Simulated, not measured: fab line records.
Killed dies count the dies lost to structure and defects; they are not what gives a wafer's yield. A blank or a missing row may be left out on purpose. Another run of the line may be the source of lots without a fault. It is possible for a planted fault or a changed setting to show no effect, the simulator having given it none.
Shared-tool check :: flow gf180mcu :: Lots sampled 13, wafers sampled 48

== WHAT PROMPTED THE OPENING ==
Of 13 lots, 3 have the reading VT_IMPLANT_2_TW flagged at GF_VT_IMPLANT_TW_MEAS_21. Wafers without a fault read 1214, standard deviation 19.
Rule: a lot is flagged when every wafer of it that has a number lies more than 4 standard deviations from that mean, or none has a number. As for the other lots, they are considered sound.

lot: L649
measured: day 6 05:10
on: film metro-03
VT_IMPLANT_2_TW, wafer by wafer: 1231 1226 1225
flag: 

lot: L650
measured: day 6 12:07
on: film metro-04
VT_IMPLANT_2_TW, wafer by wafer: 1212 1210 1213
flag: 

lot: L651
measured: day 6 19:34
on: film metro-04
VT_IMPLANT_2_TW, wafer by wafer: 1206 1211 1213
flag: 

lot: L652
measured: day 7 01:14
on: film metro-02
VT_IMPLANT_2_TW, wafer by wafer: 1186 1196 1189
flag: 

lot: L653
measured: day 7 06:18
on: film metro-04
VT_IMPLANT_2_TW, wafer by wafer: 1212 1207 1211
flag: 

lot: L654
measured: day 7 13:53
on: film metro-02
VT_IMPLANT_2_TW, wafer by wafer: 1187 1186 1188
flag: 

lot: L655
measured: day 7 21:51
on: film metro-04
VT_IMPLANT_2_TW, wafer by wafer: 1209 1202 1207
flag: 

lot: L656
measured: day 8 03:14
on: film metro-03
VT_IMPLANT_2_TW, wafer by wafer: 1233 1223 1233
flag: 

lot: L657
measured: day 8 10:00
on: film metro-04
VT_IMPLANT_2_TW, wafer by wafer: 1199 1203 1204
flag: 

lot: L661
measured: day 9 09:35
on: film metro-03
VT_IMPLANT_2_TW, wafer by wafer: 1223 1223 1235
flag: 

lot: L662
measured: day 9 19:59
on: film metro-02
VT_IMPLANT_2_TW, wafer by wafer: 683 684 686 682 685 682
flag: FLAGGED

lot: L663
measured: day 10 04:14
on: film metro-03
VT_IMPLANT_2_TW, wafer by wafer: 703 712 707 707 707 708
flag: FLAGGED

lot: L664
measured: day 10 05:08
on: film metro-03
VT_IMPLANT_2_TW, wafer by wafer: 710 709 709 706 709 708
flag: FLAGGED
Average over the flagged lots: 700; offset from the usual -514, equal to -27 standard deviations.

== LOT BY LOT: THE TOOL USED ==
The record holds 1 process step before the reading, out of a route of 602 steps. Read each cell as the tool, then ch plus the chambers that the sampled wafers visited, then the start.
lot: L649
flag: 
GF_VT_IMPLANT_IMPLANT_19: implanter-01 ch 0, day 6 04:57

lot: L650
flag: 
GF_VT_IMPLANT_IMPLANT_19: implanter-01 ch 0, day 6 11:52

lot: L651
flag: 
GF_VT_IMPLANT_IMPLANT_19: implanter-04 ch 0, day 6 19:19

lot: L652
flag: 
GF_VT_IMPLANT_IMPLANT_19: implanter-01 ch 0, day 7 00:59

lot: L653
flag: 
GF_VT_IMPLANT_IMPLANT_19: implanter-01 ch 0, day 7 06:03

lot: L654
flag: 
GF_VT_IMPLANT_IMPLANT_19: implanter-01 ch 0, day 7 13:38

lot: L655
flag: 
GF_VT_IMPLANT_IMPLANT_19: implanter-04 ch 0, day 7 21:36

lot: L656
flag: 
GF_VT_IMPLANT_IMPLANT_19: implanter-03 ch 0, day 8 03:00

lot: L657
flag: 
GF_VT_IMPLANT_IMPLANT_19: implanter-01 ch 0, day 8 09:46

lot: L661
flag: 
GF_VT_IMPLANT_IMPLANT_19: implanter-04 ch 0, day 9 09:22

lot: L662
flag: FLAGGED
GF_VT_IMPLANT_IMPLANT_19: implanter-04 ch 0, day 9 19:44

lot: L663
flag: FLAGGED
GF_VT_IMPLANT_IMPLANT_19: implanter-04 ch 0, day 10 03:59

lot: L664
flag: FLAGGED
GF_VT_IMPLANT_IMPLANT_19: implanter-01 ch 0, day 10 04:54
These steps, and what they do:
- GF_VT_IMPLANT_IMPLANT_19
- GF_VT_IMPLANT_TW_MEAS_21

== FLAGGED AGAINST TOTAL, ONE TOOL AT A TIME (gauges that did the reading follow at the end) ==
step: GF_VT_IMPLANT_IMPLANT_19
tool: implanter-01
lots run: 7
flagged: 1
share of the flagged lots: some
sound lots run after its first flagged lot: 0

step: GF_VT_IMPLANT_IMPLANT_19
tool: implanter-03
lots run: 1
flagged: 0
share of the flagged lots: none
sound lots run after its first flagged lot: -

step: GF_VT_IMPLANT_IMPLANT_19
tool: implanter-04
lots run: 5
flagged: 2
share of the flagged lots: some
sound lots run after its first flagged lot: 0

step: GF_VT_IMPLANT_TW_MEAS_21
tool: film metro-02
lots run: 3
flagged: 1
share of the flagged lots: some
sound lots run after its first flagged lot: 0

step: GF_VT_IMPLANT_TW_MEAS_21
tool: film metro-03
lots run: 5
flagged: 2
share of the flagged lots: some
sound lots run after its first flagged lot: 0

step: GF_VT_IMPLANT_TW_MEAS_21
tool: film metro-04
lots run: 5
flagged: 0
share of the flagged lots: none
sound lots run after its first flagged lot: -

== THE TABLE: WHAT IT ALLOWS ==
No row of the table ran every flagged lot.

== WHAT THE SIMULATOR HAD PUT IN ==
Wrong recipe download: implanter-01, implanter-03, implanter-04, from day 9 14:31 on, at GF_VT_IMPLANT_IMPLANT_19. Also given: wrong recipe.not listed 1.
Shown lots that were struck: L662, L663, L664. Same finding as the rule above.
